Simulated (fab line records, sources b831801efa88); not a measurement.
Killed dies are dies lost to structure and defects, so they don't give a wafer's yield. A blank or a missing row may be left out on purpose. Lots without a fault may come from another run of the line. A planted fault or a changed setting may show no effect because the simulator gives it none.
fab line records | flow sky130
record lots=5 wafers=15 last_day=50
route steps=708 shown METAL3@535 CAPM@537
lots that met no fault: from a run of the same line without faults
start_h: hours from the record's first day to the start of the lot's first wafer shown | wait_h: hours since the lot's step before | " the same as in the row above | L1.1+2: a row that stands for several wafers | - no value, or no start given | * or withheld: withheld | < > ~ a bound
route shown NAME@n: a module of which the file shows steps, and the number in the route of the first | usual: mean/standard deviation of fault-free wafers | same: alike in all rows | chamber/n: place in a boat | sites: the reading at each site | _std_site: their standard deviation | _edge_site: outer sites' mean less inner sites' | radius_mm: how far each site lies from the wafer's centre | mask NAME#n: copy n | behind: the tool/chamber that last shaped the wafer | hold: why the lot was held/for how many hours/how that ended | device: the transistor (n, p or np) that didn't switch | end of line: the same wafers' tests at the end of the route | a step without rows: its recipe alone | killed: dies lost to structure and defects at the first sort, not the wafer's yield | map: a wafer's dies, x killed, . not, _ none there
set.NAME: the setting as run; set.NAME@STEP: as run at that earlier step | model.NAME: the simulator's own value behind a step, which no gauge read
lots at some steps of the route; a table a step, a row a wafer
services: from which hour (start_h, from the record's first day; less than 0 if before it) a tool's chamber was out of use, for how many hours, and why
## steps
# step SKY_METAL3_SPUTTER_03
# recipe material=Ti target_thk_nm=5 power_w=3000 time_s=3.3 chamber_pressure_pa=0.4
# usual throttle_valve_pct=29.9/0.91
# same time_s=3.3
# columns lot.wafer tool chamber start_h wait_h throttle_valve_pct
L076.1 pvd_sputter-04 - 865.02 0.0 30.7
L076.2 " - " " 30.6
L076.6 " - " " 30.7
L083.2 pvd_sputter-03 - 934.70 0.0 32.0
L083.3 " - " " 28.6
L083.4 " - " " 29.7
L089.1 pvd_sputter-04 - 969.33 0.0 30.1
L089.2 " - " " 30.5
L089.4 " - " " 30.8
L092.1 pvd_sputter-03 - 981.81 0.0 30.4
L092.2 " - " " 29.7
L092.6 " - " " 29.6
L097.2 pvd_sputter-03 - 1008.99 0.0 28.9
L097.3 " - " " 31.4
L097.5 " - " " 28.7
# step SKY_METAL3_SPUTTER_04
# recipe material=TiN target_thk_nm=70 power_w=6500 time_s=58.3 chamber_pressure_pa=0.4
# usual throttle_valve_pct=29.8/0.93
# same time_s=58.3
# columns lot.wafer tool chamber start_h wait_h throttle_valve_pct
L076.1 pvd_sputter-04 - 865.04 0.0 30.9
L076.2 " - " " 30.7
L076.6 " - " " 30.9
L083.2 pvd_sputter-03 - 934.72 0.0 31.7
L083.3 " - " " 28.6
L083.4 " - " " 29.7
L089.1 pvd_sputter-04 - 969.35 0.0 30.4
L089.2 " - " " 30.8
L089.4 " - " " 30.6
L092.1 pvd_sputter-03 - 981.83 0.0 30.5
L092.2 " - " " 29.4
L092.6 " - " " 29.6
L097.2 pvd_sputter-03 - 1009.00 0.0 28.7
L097.3 " - " " 31.5
L097.5 " - " " 28.9
# step SKY_CAPM_CVD_00
# recipe material=SiO2 target_thk_nm=15.5 temp_c=400 time_s=withheld rf_w=450
# usual heater_power_w=787/78 rf_fwd_power_W=441.7/2.2
# columns lot.wafer tool chamber start_h wait_h heater_power_w rf_fwd_power_W
L076.1 pecvd-04 2 865.09 0.0 825 440.3
L076.2 " 1 " " 885 438.2
L076.6 " 0 " " 864 441.9
L083.2 pecvd-01 2 934.77 0.0 811 439.3
L083.3 " 0 " " 738 441.4
L083.4 " 2 " " 829 440.7
L089.1 pecvd-03 2 969.40 0.0 659 439.1
L089.2 " 0 " " 624 442.1
L089.4 " 2 " " 676 439.3
L092.1 pecvd-03 1 981.88 0.0 724 445.2
L092.2 " 2 " " 720 440.7
L092.6 " 0 " " 630 440.1
L097.2 pecvd-01 1 1009.05 0.0 780 446.1
L097.3 " 0 " " 827 441.3
L097.5 " 2 " " 835 439.6
# step SKY_CAPM_THK_MEAS_01
# recipe reads=SiO2_of_CAPM_CVD_00
# usual CAPM_CVD_00_THK=15.46/0.26
# columns lot.wafer tool chamber start_h wait_h CAPM_CVD_00_THK[nm]
L076.1 film_metro-03 - 865.11 - 15.26
L076.2 " - " " 15.30
L076.6 " - " " 15.61
L083.2 film_metro-03 - 934.80 - 15.73
L083.3 " - " " 15.86
L083.4 " - " " 15.65
L089.1 film_metro-02 - 969.42 - 15.12
L089.2 " - " " 15.17
L089.4 " - " " 15.31
L092.1 film_metro-04 - 981.90 - 15.62
L092.2 " - " " 15.34
L092.6 " - " " 15.92
L097.2 film_metro-02 - 1009.09 - 15.45
L097.3 " - " " 15.58
L097.5 " - " " 15.91
# step SKY_CAPM_SPUTTER_02
# recipe material=TiN target_thk_nm=200 temp_c=300 power_w=6500 time_s=166.7 chamber_pressure_pa=0.4
# usual substrate_temp_c=300.00/0.19 throttle_valve_pct=29.9/1.3
# same time_s=166.7
# columns lot.wafer tool chamber start_h wait_h substrate_temp_c throttle_valve_pct
L076.1 pvd_sputter-03 - 865.17 0.1 299.72 29.6
L076.2 " - " " 299.93 30.2
L076.6 " - " " 300.16 29.3
L083.2 pvd_sputter-01 - 934.85 0.0 299.96 30.4
L083.3 " - " " 300.26 28.0
L083.4 " - " " 300.09 30.5
L089.1 pvd_sputter-02 - 969.48 0.1 300.22 30.9
L089.2 " - " " 300.09 28.8
L089.4 " - " " 300.03 28.9
L092.1 pvd_sputter-01 - 981.96 0.1 300.24 30.3
L092.2 " - " " 300.32 29.0
L092.6 " - " " 299.96 28.3
L097.2 pvd_sputter-02 - 1009.14 0.0 299.86 28.5
L097.3 " - " " 299.52 29.3
L097.5 " - " " 299.94 32.2
# step SKY_CAPM_RS_MEAS_03
# recipe thk_meas_gauge=four-point-probe reads=TiN_of_CAPM_SPUTTER_02
# usual CAPM_TIN_RS=6.89/0.096
# columns lot.wafer tool chamber start_h wait_h CAPM_TIN_RS[ohm/sq]
L076.1 film_metro-02 - 865.28 0.1 6.84
L076.2 " - " " 6.96
L076.6 " - " " 6.83
L083.2 film_metro-04 - 934.98 0.1 6.91
L083.3 " - " " 6.89
L083.4 " - " " 6.67
L089.1 film_metro-03 - 969.59 0.1 6.98
L089.2 " - " " 6.88
L089.4 " - " " 6.88
L092.1 film_metro-03 - 982.07 0.1 6.97
L092.2 " - " " 6.82
L092.6 " - " " 6.99
L097.2 film_metro-04 - 1009.26 0.1 6.82
L097.3 " - " " 6.91
L097.5 " - " " 6.89
# step SKY_CAPM_THK_MEAS_04
# recipe thk_meas_gauge=xrf reads=TiN_of_CAPM_SPUTTER_02
# usual CAPM_TIN_THK=202.6/2.9
# columns lot.wafer tool chamber start_h wait_h CAPM_TIN_THK[nm]
L076.1 film_metro-02 - 865.40 0.1 204.8
L076.2 " - " " 201.2
L076.6 " - " " 206.3
L083.2 film_metro-04 - 935.09 0.1 200.4
L083.3 " - " " 200.3
L083.4 " - " " 206.6
L089.1 film_metro-03 - 969.71 0.1 199.5
L089.2 " - " " 203.1
L089.4 " - " " 201.3
L092.1 film_metro-03 - 982.19 0.1 200.5
L092.2 " - " " 204.1
L092.6 " - " " 199.3
L097.2 film_metro-04 - 1009.37 0.1 204.6
L097.3 " - " " 202.2
L097.5 " - " " 202.4
# step SKY_CAPM_DEHYDRATE_05
# recipe temp_c=200 time_s=60
# usual chill_plate_temp_C=23.00/0.11
# same time_s=60
# columns lot.wafer tool chamber start_h wait_h chill_plate_temp_C
L076.1 litho_track-03 0 878.28 12.9 23.22
L076.2 " 0 " " 23.07
L076.6 " 0 " " 23.03
L083.2 litho_track-03 0 946.40 11.3 22.92
L083.3 " 0 " " 22.95
L083.4 " 0 " " 22.97
L089.1 litho_track-03 0 979.83 10.1 23.08
L089.2 " 0 " " 22.86
L089.4 " 0 " " 23.07
L092.1 litho_track-02 0 993.89 11.7 23.05
L092.2 " 0 " " 23.01
L092.6 " 0 " " 23.18
L097.2 litho_track-03 0 1020.01 10.6 22.97
L097.3 " 0 " " 23.07
L097.5 " 0 " " 23.20
# step SKY_CAPM_HMDS_06
# recipe prime_time_s=60 prime_temp_c=120
# usual chill_plate_temp_C=23.00/0.1
# columns lot.wafer tool chamber start_h wait_h chill_plate_temp_C
L076.1 litho_track-03 0 878.43 0.1 22.93
L076.2 " 0 " " 22.82
L076.6 " 0 " " 22.90
L083.2 litho_track-03 0 946.55 0.1 23.05
L083.3 " 0 " " 22.87
L083.4 " 0 " " 22.88
L089.1 litho_track-03 0 979.98 0.1 23.19
L089.2 " 0 " " 23.19
L089.4 " 0 " " 23.07
L092.1 litho_track-02 0 994.04 0.1 23.17
L092.2 " 0 " " 23.17
L092.6 " 0 " " 23.13
L097.2 litho_track-03 0 1020.16 0.1 22.98
L097.3 " 0 " " 23.01
L097.5 " 0 " " 22.94
# step SKY_CAPM_COAT_07
# recipe resist=NOVOLAK spin_rpm=3000 resist_thk_nm=1140
# usual chill_plate_temp_C=23.01/0.098 dispense_pressure_kPa=49/3
# columns lot.wafer tool chamber start_h wait_h chill_plate_temp_C dispense_pressure_kPa
L076.1 litho_track-03 0 878.58 0.1 22.93 53
L076.2 " 0 " " 23.00 53
L076.6 " 0 " " 23.10 53
L083.2 litho_track-03 0 946.70 0.1 23.01 53
L083.3 " 0 " " 23.17 53
L083.4 " 0 " " 23.09 53
L089.1 litho_track-03 0 980.13 0.1 23.09 53
L089.2 " 0 " " 23.02 53
L089.4 " 0 " " 23.14 53
L092.1 litho_track-02 0 994.19 0.1 23.00 46
L092.2 " 0 " " 22.98 46
L092.6 " 0 " " 22.89 46
L097.2 litho_track-03 0 1020.31 0.1 23.03 53
L097.3 " 0 " " 23.07 53
L097.5 " 0 " " 23.00 53
# step SKY_CAPM_SOFTBAKE_08
# recipe temp_c=90 time_s=60 resist=NOVOLAK
# usual chill_plate_temp_C=23.03/0.11
# same time_s=60
# columns lot.wafer tool chamber start_h wait_h chill_plate_temp_C
L076.1 litho_track-03 0 878.73 0.1 22.92
L076.2 " 0 " " 22.91
L076.6 " 0 " " 23.05
L083.2 litho_track-03 0 946.85 0.1 22.98
L083.3 " 0 " " 22.80
L083.4 " 0 " " 22.82
L089.1 litho_track-03 0 980.28 0.1 22.83
L089.2 " 0 " " 22.99
L089.4 " 0 " " 22.87
L092.1 litho_track-02 0 994.34 0.1 23.11
L092.2 " 0 " " 22.97
L092.6 " 0 " " 23.05
L097.2 litho_track-03 0 1020.46 0.1 23.06
L097.3 " 0 " " 23.10
L097.5 " 0 " " 23.03
# step SKY_CAPM_EXPOSE_09
# recipe mask_id=CAPM na=0.6 source_shape=conventional sigma_outer=0.6 polarization=unpolarized target_cd_nm=1000 dose_mj=159
# columns lot.wafer tool chamber start_h wait_h mask
L076.1+2+6 iline_stepper-02 0 - - CAPM#0
L083.2+3+4 iline_stepper-01 0 - - CAPM#0
L089.1+2+4 iline_stepper-02 0 - - CAPM#0
L092.1+2+6 iline_stepper-01 0 - - CAPM#0
L097.2+3+5 iline_stepper-01 0 - - CAPM#0
# step SKY_CAPM_PEB_10
# recipe temp_c=withheld time_s=* resist=NOVOLAK
# usual chill_plate_temp_C=*
# same time_s=*
# columns lot.wafer tool chamber start_h wait_h chill_plate_temp_C
L076.1 litho_track-03 0 - - *
L076.2 " 0 " " *
L076.6 " 0 " " *
L083.2 litho_track-04 0 - - *
L083.3 " 0 " " *
L083.4 " 0 " " *
L089.1 litho_track-03 0 - - *
L089.2 " 0 " " *
L089.4 " 0 " " *
L092.1 litho_track-03 0 - - *
L092.2 " 0 " " *
L092.6 " 0 " " *
L097.2 litho_track-04 0 - - *
L097.3 " 0 " " *
L097.5 " 0 " " *
# step SKY_CAPM_DEVELOP_11
# recipe resist=NOVOLAK developer=TMAH develop_time_s=60 dev_temp_c=23
# usual chill_plate_temp_C=23.01/0.11 developer_temp_C=22.99/0.11
# columns lot.wafer tool chamber start_h wait_h chill_plate_temp_C developer_temp_C
L076.1 litho_track-03 0 891.23 0.1 22.96 22.98
L076.2 " 0 " " 22.90 22.97
L076.6 " 0 " " 22.96 23.10
L083.2 litho_track-04 0 958.58 0.1 22.98 22.85
L083.3 " 0 " " 23.07 22.89
L083.4 " 0 " " 23.02 22.80
L089.1 litho_track-03 0 992.23 0.1 23.06 23.02
L089.2 " 0 " " 23.09 22.98
L089.4 " 0 " " 23.22 23.10
L092.1 litho_track-03 0 1005.08 0.1 23.07 23.10
L092.2 " 0 " " 22.90 23.09
L092.6 " 0 " " 23.01 23.18
L097.2 litho_track-04 0 1031.88 0.1 22.83 23.05
L097.3 " 0 " " 22.91 22.95
L097.5 " 0 " " 22.84 22.96
# step SKY_CAPM_OVL_MEAS_12
# usual CAPM_OVL=0.6/1.6
# columns lot.wafer tool chamber start_h wait_h CAPM_OVL[nm]
L076.1 overlay-01 - 891.38 0.1 3.0
L076.2 " - " " 3.2
L076.6 " - " " 1.5
L083.2 overlay-01 - 958.71 0.1 1.5
L083.3 " - " " 1.3
L083.4 " - " " 1.2
L089.1 overlay-02 - 992.38 0.1 -1.4
L089.2 " - " " -1.5
L089.4 " - " " -0.7
L092.1 overlay-02 - 1005.23 0.1 -0.1
L092.2 " - " " -1.8
L092.6 " - " " 0.2
L097.2 overlay-02 - 1032.01 0.1 -1.2
L097.3 " - " " -0.9
L097.5 " - " " 0.0
# step SKY_CAPM_METAL_ETCH_13
# recipe target_depth_nm=220 stop_on=SiO2 chemistry=Cl2/BCl3 target=TiN pressure_mtorr=10 icp_w=900 bias_w=48.5 Cl2_flow_sccm=60 bcl3_flow_sccm=30 time_s=62.9
# usual chamber_pressure_mTorr=10.000/0.01 drypump_motor_current_A=5.6/0.32 he_backside_leak_sccm=3.39/0.13 oes_product_au=0.943/0.0092 rf_fwd_power_W=892/3.1 throttle_valve_pct=21.902/0.012
# same time_s=62.9
# columns lot.wafer tool chamber start_h wait_h chamber_pressure_mTorr drypump_motor_current_A he_backside_leak_sccm oes_product_au rf_fwd_power_W rf_hours_counter_h throttle_valve_pct
L076.1 rie_metal-03 1 891.42 0.0 10.007 5.7 3.37 0.949 888 5 21.910
L076.2 " 0 " " 10.005 5.9 3.47 0.938 889 18 21.918
L076.6 " 1 " " 9.980 5.6 3.46 0.949 893 - 21.896
L083.2 rie_metal-03 1 958.74 0.0 9.993 5.6 3.44 0.945 891 9 21.897
L083.3 " 0 " " 9.993 5.9 3.27 0.945 887 - 21.887
L083.4 " 1 " " 10.004 5.6 3.41 0.971 892 - 21.901
L089.1 rie_metal-03 0 992.42 0.0 9.983 5.9 3.40 0.934 891 4 21.891
L089.2 " 1 " " 9.985 5.6 3.42 0.943 892 11 21.899
L089.4 " 0 " " 10.003 5.9 3.09 0.944 892 - 21.914
L092.1 rie_metal-02 0 1005.27 0.0 9.979 5.8 3.48 0.935 894 13 21.893
L092.2 " 1 " " 10.005 5.0 3.51 0.952 894 16 21.894
L092.6 " 1 " " 10.010 5.0 3.46 0.934 893 - 21.887
L097.2 rie_metal-04 1 1032.04 0.0 9.997 5.6 3.40 0.937 893 5 21.896
L097.3 " 1 " " 10.020 5.7 3.23 0.941 892 - 21.873
L097.5 " 0 " " 10.009 5.9 3.23 0.937 893 - 21.908
# step SKY_CAPM_STRIP_14
# recipe chemistry=O2/N2 power_w=1400 pressure_mtorr=1500 platen_temp_c=withheld o2_flow_sccm=3000 n2_flow_sccm=300 overash_fraction=0.5
# usual chamber_pressure_mTorr=1500.1/1.3 drypump_motor_current_A=5.9/0.4 oes_product_au=0.710/0.0048 strip_time_to_endpoint_s=12.63/0.054
# same overash_fraction=0.5
# columns lot.wafer tool chamber start_h wait_h chamber_pressure_mTorr drypump_motor_current_A oes_product_au rf_hours_counter_h strip_time_to_endpoint_s
L076.1 plasma_asher-04 0 891.49 0.1 1498.9 6.6 0.706 73 12.63
L076.2 " 1 " " 1499.4 5.4 0.708 73 12.60
L076.6 " 0 " " 1499.9 6.6 0.715 - 12.67
L083.2 plasma_asher-01 0 958.82 0.1 1499.7 5.7 0.704 117 12.66
L083.3 " 1 " " 1500.5 5.9 0.712 - 12.71
L083.4 " 0 " " 1500.3 5.7 0.714 - 12.69
L089.1 plasma_asher-04 1 992.49 0.1 1501.5 5.4 0.701 83 12.66
L089.2 " 0 " " 1497.1 6.6 0.712 83 12.61
L089.4 " 0 " " 1499.6 6.6 0.716 - 12.68
L092.1 plasma_asher-04 0 1005.34 0.1 1500.4 6.6 0.708 84 12.60
L092.2 " 1 " " 1499.6 5.4 0.703 84 12.61
L092.6 " 1 " " 1500.5 5.4 0.703 - 12.63
L097.2 plasma_asher-01 1 1032.12 0.1 1499.9 5.9 0.715 124 12.69
L097.3 " 0 " " 1497.5 5.7 0.719 - 12.67
L097.5 " 0 " " 1500.5 5.7 0.708 - 12.67
# step SKY_CAPM_STRIP_15
# recipe chemistry=post_etch_residue_remover time_s=1200 temp_c=72.5
# usual bath_heat_duty_pct=14.3/1.5 temp_c=72.49/0.12
# same time_s=1200
# columns lot.wafer tool chamber start_h wait_h bath_heat_duty_pct temp_c
L076.1 wet_bench-02 2 891.59 0.1 14.4 72.38
L076.2 " 2 " " 16.0 72.50
L076.6 " 2 " " 14.2 72.43
L083.2 wet_bench-03 1 958.92 0.1 14.2 72.53
L083.3 " 1 " " 14.1 72.42
L083.4 " 1 " " 15.2 72.73
L089.1 wet_bench-02 0 992.59 0.1 13.6 72.55
L089.2 " 0 " " 13.9 72.43
L089.4 " 0 " " 14.8 72.44
L092.1 wet_bench-02 1 1005.44 0.1 16.0 72.44
L092.2 " 1 " " 16.4 72.50
L092.6 " 1 " " 15.6 72.52
L097.2 wet_bench-04 1 1032.22 0.1 13.4 72.34
L097.3 " 1 " " 12.5 72.57
L097.5 " 1 " " 13.6 72.52
# step SKY_CAPM_CLEAN_16
# recipe chemistry=IPA time_s=180 temp_c=25
# usual bath_heat_duty_pct=6.4/0.65 temp_c=25.03/0.098
# same time_s=180
# columns lot.wafer tool chamber start_h wait_h bath_heat_duty_pct temp_c
L076.1 wet_bench-04 3 891.93 0.0 7.0 24.85
L076.2 " 3 " " 6.2 24.95
L076.6 " 3 " " 6.4 24.97
L083.2 wet_bench-04 2 959.26 0.0 6.2 25.03
L083.3 " 2 " " 6.3 24.91
L083.4 " 2 " " 6.9 25.12
L089.1 wet_bench-03 2 992.94 0.0 6.6 25.01
L089.2 " 2 " " 6.8 24.99
L089.4 " 2 " " 7.5 25.06
L092.1 wet_bench-03 2 1005.79 0.0 7.3 25.20
L092.2 " 2 " " 7.1 25.03
L092.6 " 2 " " 7.0 25.18
L097.2 wet_bench-03 1 1032.56 0.0 6.9 25.18
L097.3 " 1 " " 6.4 25.30
L097.5 " 1 " " 7.1 24.97
# step SKY_CAPM_CLEAN_17
# recipe chemistry=O3/DIW dry=n2_spin
# columns lot.wafer tool chamber start_h wait_h
L076.1+2+6 wet_bench-03 2 892.00 0.0
L083.2+3+4 wet_bench-02 1 959.32 0.0
L089.1+2+4 wet_bench-04 3 992.99 0.0
L092.1+2+6 wet_bench-04 2 1005.90 0.0
L097.2+3+5 wet_bench-02 3 1032.62 0.0
# step SKY_METAL3_DEHYDRATE_05
# recipe temp_c=200 time_s=60
# usual chill_plate_temp_C=23.03/0.11
# same time_s=60
# columns lot.wafer tool chamber start_h wait_h chill_plate_temp_C
L076.1 litho_track-03 0 903.98 11.9 22.96
L076.2 " 0 " " 23.00
L076.6 " 0 " " 22.91
L083.2 litho_track-04 0 970.73 11.3 23.14
L083.3 " 0 " " 23.14
L083.4 " 0 " " 23.03
L089.1 litho_track-01 0 1003.47 10.4 23.01
L089.2 " 0 " " 22.81
L089.4 " 0 " " 23.00
L092.1 litho_track-04 0 1017.41 11.4 23.17
L092.2 " 0 " " 23.14
L092.6 " 0 " " 22.96
L097.2 litho_track-04 0 1043.83 11.1 22.98
L097.3 " 0 " " 23.06
L097.5 " 0 " " 23.06
# step SKY_METAL3_HMDS_06
# recipe prime_time_s=60 prime_temp_c=120
# usual chill_plate_temp_C=22.99/0.12
# columns lot.wafer tool chamber start_h wait_h chill_plate_temp_C
L076.1 litho_track-03 0 904.13 0.1 22.98
L076.2 " 0 " " 22.95
L076.6 " 0 " " 23.12
L083.2 litho_track-04 0 970.88 0.1 22.97
L083.3 " 0 " " 22.86
L083.4 " 0 " " 23.05
L089.1 litho_track-01 0 1003.62 0.1 22.90
L089.2 " 0 " " 22.82
L089.4 " 0 " " 22.86
L092.1 litho_track-04 0 1017.56 0.1 22.90
L092.2 " 0 " " 22.90
L092.6 " 0 " " 22.93
L097.2 litho_track-04 0 1043.98 0.1 22.82
L097.3 " 0 " " 22.96
L097.5 " 0 " " 23.00
# step SKY_METAL3_COAT_07
# recipe resist=BARC temp_c=withheld time_s=withheld spin_rpm=3000 resist_thk_nm=60
# usual chill_plate_temp_C=* dispense_pressure_kPa=50.1/1.7
# columns lot.wafer tool chamber start_h wait_h chill_plate_temp_C dispense_pressure_kPa
L076.1 litho_track-03 0 904.28 0.1 * 52.6
L076.2 " 0 " " * 52.6
L076.6 " 0 " " * 52.5
L083.2 litho_track-04 0 971.03 0.1 * 49.7
L083.3 " 0 " " * 49.7
L083.4 " 0 " " * 49.6
L089.1 litho_track-01 0 1003.77 0.1 * 48.1
L089.2 " 0 " " * 48.1
L089.4 " 0 " " * 48.2
L092.1 litho_track-04 0 1017.71 0.1 * 49.7
L092.2 " 0 " " * 49.7
L092.6 " 0 " " * 49.7
L097.2 litho_track-04 0 1044.13 0.1 * 49.7
L097.3 " 0 " " * 49.7
L097.5 " 0 " " * 49.7
# step SKY_METAL3_COAT_08
# recipe resist=KrF-thick spin_rpm=3000 resist_thk_nm=1140
# usual chill_plate_temp_C=23.01/0.1 dispense_pressure_kPa=50.1/1.7
# columns lot.wafer tool chamber start_h wait_h chill_plate_temp_C dispense_pressure_kPa
L076.1 litho_track-03 0 - - 22.94 52.6
L076.2 " 0 " " 22.85 52.6
L076.6 " 0 " " 22.94 52.6
L083.2 litho_track-04 0 - - 22.86 49.7
L083.3 " 0 " " 23.00 49.7
L083.4 " 0 " " 22.92 49.7
L089.1 litho_track-01 0 - - 22.97 48.1
L089.2 " 0 " " 22.96 48.1
L089.4 " 0 " " 22.94 48.1
L092.1 litho_track-04 0 - - 22.96 49.7
L092.2 " 0 " " 23.03 49.7
L092.6 " 0 " " 22.94 49.7
L097.2 litho_track-04 0 - - 22.89 49.7
L097.3 " 0 " " 22.97 49.7
L097.5 " 0 " " 22.91 49.7
# step SKY_METAL3_SOFTBAKE_09
# recipe temp_c=100 time_s=90 resist=KrF-thick
# usual chill_plate_temp_C=22.98/0.11
# same time_s=90
# columns lot.wafer tool chamber start_h wait_h chill_plate_temp_C
L076.1 litho_track-03 0 - - 23.09
L076.2 " 0 " " 23.09
L076.6 " 0 " " 23.19
L083.2 litho_track-04 0 - - 23.04
L083.3 " 0 " " 23.06
L083.4 " 0 " " 22.98
L089.1 litho_track-01 0 - - 23.02
L089.2 " 0 " " 22.93
L089.4 " 0 " " 22.91
L092.1 litho_track-04 0 - - 23.12
L092.2 " 0 " " 23.18
L092.6 " 0 " " 23.03
L097.2 litho_track-04 0 - - 22.88
L097.3 " 0 " " 23.11
L097.5 " 0 " " 23.02
# step SKY_METAL3_EXPOSE_10
# recipe mask_id=MM3 na=0.68 source_shape=annular sigma_inner=0.4 sigma_outer=0.8 target_cd_nm=300 dose_mj=28
# columns lot.wafer tool chamber start_h wait_h mask
L076.1+2+6 krf_scanner-02 0 - - MM3#0
L083.2+3+4 krf_scanner-02 0 - - MM3#0
L089.1+2+4 krf_scanner-01 0 - - MM3#0
L092.1+2+6 krf_scanner-01 0 - - MM3#0
L097.2+3+5 krf_scanner-01 0 - - MM3#0
# step SKY_METAL3_PEB_11
# recipe peb_temp_c=withheld peb_time_s=withheld resist=KrF-thick
# usual chill_plate_temp_C=*
# columns lot.wafer tool chamber start_h wait_h chill_plate_temp_C
L076.1 litho_track-01 0 - - *
L076.2 " 0 " " *
L076.6 " 0 " " *
L083.2 litho_track-03 0 - - *
L083.3 " 0 " " *
L083.4 " 0 " " *
L089.1 litho_track-01 0 - - *
L089.2 " 0 " " *
L089.4 " 0 " " *
L092.1 litho_track-03 0 - - *
L092.2 " 0 " " *
L092.6 " 0 " " *
L097.2 litho_track-03 0 - - *
L097.3 " 0 " " *
L097.5 " 0 " " *
# step SKY_METAL3_DEVELOP_12
# recipe develop_time_s=60 resist=KrF-thick dev_temp_c=21
# usual chill_plate_temp_C=22.98/0.11 developer_temp_C=20.98/0.094
# columns lot.wafer tool chamber start_h wait_h chill_plate_temp_C developer_temp_C
L076.1 litho_track-01 0 - - 22.81 20.92
L076.2 " 0 " " 22.87 20.97
L076.6 " 0 " " 22.91 20.99
L083.2 litho_track-03 0 - - 22.91 21.06
L083.3 " 0 " " 22.98 21.17
L083.4 " 0 " " 22.86 21.13
L089.1 litho_track-01 0 - - 23.09 20.97
L089.2 " 0 " " 23.05 20.92
L089.4 " 0 " " 23.08 21.01
L092.1 litho_track-03 0 - - 23.02 20.94
L092.2 " 0 " " 23.21 21.07
L092.6 " 0 " " 23.03 20.99
L097.2 litho_track-03 0 - - 23.01 21.10
L097.3 " 0 " " 22.91 21.13
L097.5 " 0 " " 22.90 21.04
# step SKY_METAL3_CD_MEAS_13
# recipe target_cd_nm=300
# usual cd_nm=300.0/1.2
# columns lot.wafer tool chamber start_h wait_h cd_nm
L076.1 cd_sem-02 - 917.07 - 300.2
L076.2 " - " " 298.1
L076.6 " - " " 298.9
L083.2 cd_sem-01 - 982.75 - 299.6
L083.3 " - " " 301.7
L083.4 " - " " 301.9
L089.1 cd_sem-01 - 1016.08 - 299.2
L089.2 " - " " 299.3
L089.4 " - " " 300.1
L092.1 cd_sem-02 - 1028.83 - 298.2
L092.2 " - " " 300.4
L092.6 " - " " 298.3
L097.2 cd_sem-01 - 1054.80 - 298.7
L097.3 " - " " 298.4
L097.5 " - " " 299.0
# step SKY_METAL3_OVL_MEAS_14
# usual METAL3_OVL=3/4.4
# columns lot.wafer tool chamber start_h wait_h METAL3_OVL[nm]
L076.1 overlay-01 - 917.19 0.1 9
L076.2 " - " " 11
L076.6 " - " " 9
L083.2 overlay-01 - 982.86 0.1 2
L083.3 " - " " 4
L083.4 " - " " 7
L089.1 overlay-02 - 1016.20 0.1 2
L089.2 " - " " 7
L089.4 " - " " 9
L092.1 overlay-01 - 1028.95 0.1 6
L092.2 " - " " -1
L092.6 " - " " -6
L097.2 overlay-01 - 1054.91 0.1 0
L097.3 " - " " 2
L097.5 " - " " 0
# step SKY_METAL3_DESCUM_15
# recipe chemistry=O2 source_power_w=150 bias_power_w=0 pressure_mtorr=10 temp_c=40 time_s=8
# usual chamber_pressure_mTorr=10.000/0.0092 drypump_motor_current_A=5.5/0.39 he_backside_leak_sccm=3.34/0.22 oes_product_au=1.001/0.014 rf_fwd_power_W=147.0/0.75 temp_c=40.00/0.11
# same time_s=8
# columns lot.wafer tool chamber start_h wait_h chamber_pressure_mTorr drypump_motor_current_A he_backside_leak_sccm oes_product_au rf_fwd_power_W rf_hours_counter_h temp_c
L076.1 rie_metal-02 0 917.23 0.0 10.003 5.8 3.49 1.042 147.2 8 40.03
L076.2 " 1 " " 10.006 5.0 3.47 1.032 149.3 11 40.11
L076.6 " 0 " " 10.003 5.8 3.56 1.030 146.9 - 40.04
L083.2 rie_metal-02 0 982.89 0.0 9.995 5.8 3.47 1.033 148.3 11 39.88
L083.3 " 1 " " 9.989 5.0 3.43 1.013 148.7 - 40.09
L083.4 " 0 " " 10.012 5.8 3.32 1.036 148.7 - 39.94
L089.1 rie_metal-01 0 1016.23 0.0 9.998 5.9 3.03 1.005 147.0 5 40.07
L089.2 " 1 " " 9.987 4.9 3.44 0.994 147.0 12 39.83
L089.4 " 1 " " 9.996 5.0 3.44 1.011 146.8 - 40.00
L092.1 rie_metal-01 0 1028.99 0.0 10.007 5.9 3.05 1.011 147.2 6 39.80
L092.2 " 1 " " 9.994 4.9 3.38 1.001 146.9 13 40.01
L092.6 " 1 " " 10.008 5.0 3.33 1.014 146.7 - 39.94
L097.2 rie_metal-04 0 1054.94 0.0 10.001 5.9 3.08 0.995 146.0 19 39.93
L097.3 " 0 " " 9.999 5.9 3.23 0.990 146.4 - 39.99
L097.5 " 1 " " 10.002 5.7 3.33 0.998 147.0 - 40.04
## services
# columns tool chamber start_h hours kind
rie_metal-01 1 844.19 2.4 repair
krf_scanner-02 - 847.89 4.4 pm
iline_stepper-02 - 849.50 1.7 pm
rie_metal-03 - 870.39 2.8 pm
krf_scanner-01 - 888.13 4.5 repair
rie_metal-02 - 895.91 0.3 repair
krf_scanner-01 - 913.39 4.0 pm
iline_stepper-01 - 917.46 1.7 pm
pvd_sputter-04 - 925.24 1.1 repair
krf_scanner-01 - 932.79 1.0 pm
krf_scanner-01 - 935.96 1.3 pm
plasma_asher-04 - 937.61 0.4 repair
plasma_asher-04 - 948.53 1.4 repair
rie_metal-02 0 956.03 1.3 repair
pvd_sputter-03 - 963.70 4.5 repair
krf_scanner-01 - 970.69 6.0 repair
krf_scanner-01 - 994.17 0.8 pm
wet_bench-04 - 1003.28 2.5 repair
pvd_sputter-04 - 1005.53 7.4 repair
plasma_asher-04 - 1020.08 2.3 repair
pvd_sputter-04 - 1020.76 1.1 repair
rie_metal-03 - 1035.85 1.5 repair
iline_stepper-01 - 1039.62 7.9 repair
wet_bench-02 - 1042.85 4.2 repair
## key
fault none
